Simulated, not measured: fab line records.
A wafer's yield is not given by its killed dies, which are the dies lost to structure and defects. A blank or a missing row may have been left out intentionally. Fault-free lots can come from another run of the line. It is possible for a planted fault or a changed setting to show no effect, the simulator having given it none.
Matching of chambers	flow gf180mcu	4 sister chambers for GF_CONTACT_CMP_27 on cmp-01
The step polishes, stops on SiO2, t overpolish 15 s, target thk 0 nm. 8 wafers are shown with their chamber, then 10 later ones without.

## WAFERS PAIRED WITH THEIR CHAMBERS
wafer	chamber	motorCurrentA (A)	timeToEndpointS (s)
L645.2	0	9.0	68
L645.3	2	10.1	71
L645.5	1	11.5	73
L651.1	3	9.9	73
L651.2	1	10.9	77
L651.3	0	9.2	68
L653.3	2	9.9	68
L653.4	3	9.7	70

## WAFERS MISSING THEIR CHAMBER
wafer	motorCurrentA (A)	timeToEndpointS (s)
L653.6	9.2	63
L654.1	10.3	68
L654.2	8.9	65
L654.4	9.8	71
L658.1	10.2	74
L658.2	10.3	74
L658.5	9.0	69
L659.1	10.0	74
L659.3	11.1	76
L659.6	10.8	79

## CHAMBER TAKEN BY EACH
wafer	from the rows above	in truth
L653.6	0	0
L654.1	can't be placed: 2 or 3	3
L654.2	0	0
L654.4	can't be placed: 3 or 2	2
L658.1	can't be placed: 3 or 2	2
L658.2	can't be placed: 3 or 2 or 1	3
L658.5	0	0
L659.1	can't be placed: 3 or 2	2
L659.3	1	1
L659.6	1	1
5 of 10 placed correctly. Can't be placed from these rows: 5 (the true chamber is among the candidates in 5). 0 placed wrongly.
How it was worked out, from the rows above alone: a wafer's distance from a chamber is the root of the sum, over the readings, of the square of ((its reading less the chamber's mean) divided by the reading's scatter). The wafer belongs to the nearest chamber; if the next one is less than 2 further off, it can't be placed. The mean given for a chamber averages the wafers shown for that chamber. How the scatter is found: for the shown wafers, subtract from each reading the mean of its chamber, square and add these, divide the total by (wafers less chambers), then take the root.
